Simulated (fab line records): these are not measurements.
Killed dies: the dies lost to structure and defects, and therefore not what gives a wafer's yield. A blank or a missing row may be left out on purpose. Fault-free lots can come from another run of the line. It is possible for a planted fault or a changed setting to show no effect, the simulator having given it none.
The tool behind it: which one?    flow sky130    route of 708 steps, sampled at 1 step: 12 lots, 36 wafers

WHAT THE GAUGES READ, wafer by wafer
SKY_FIELD_ISO_THK_MEAS_25.
lot   measured     on             FIELD_ISO_CVD_24_THK (nm)
L663  day 2 05:11  film metro-01  595 596 595
L664  day 2 12:32  film metro-03  593 608 605
L665  day 2 16:16  film metro-03  601 600 593
L669  day 3 12:10  film metro-01  605 598 605
L670  day 3 19:08  film metro-01  597 598 604
L679  day 5 18:03  film metro-01  596 599 598
L680  day 5 23:30  film metro-03  602 598 599
L681  day 6 06:29  film metro-02  599 602 591
L682  day 6 13:59  film metro-03  596 589 598
L683  day 6 18:47  film metro-01  604 596 596
L684  day 6 20:10  film metro-03  600 590 605
L686  day 7 07:48  film metro-03  599 597 596

TOOL THAT RAN EACH LOT (tool first, then ch and the chambers of the sampled wafers, then the start)
No process step before these readings appears in the record.

AS READ BY THE TOOLS THEMSELVES (means over the sampled wafers that have a number; for cases with no such wafer, the mark the record gives instead)
The record holds no such reading with a usual standard deviation.

THE ANSWER, worked out from the rows above alone
Rule: the lots themselves supply what counts as usual. The widest of any qualifying gaps counts: lots, ordered by their means at a reading, are off when they make up no more than a third of the lots, leave a main group of 4 or more, and stand apart from it by 3 or more times the standard deviation of that group's means. Not used: any main group whose means are identical at the precision the tables above print for the reading. A lot without any number at a reading at which 4 lots or more have one is off too. Where the step has rows for the other lots, those lots are counted as sound. The gauges are gone through in route order, then the tools' own readings, and for those a lot's mean is taken as printed above. The first step at which some lot is off is used, and at that step the reading that is off furthest; a lot without a number counts as furthest.
No lot is off on any of the readings shown, so nothing can be concluded from this.

WHAT WAS PUT IN BY THE SIMULATOR
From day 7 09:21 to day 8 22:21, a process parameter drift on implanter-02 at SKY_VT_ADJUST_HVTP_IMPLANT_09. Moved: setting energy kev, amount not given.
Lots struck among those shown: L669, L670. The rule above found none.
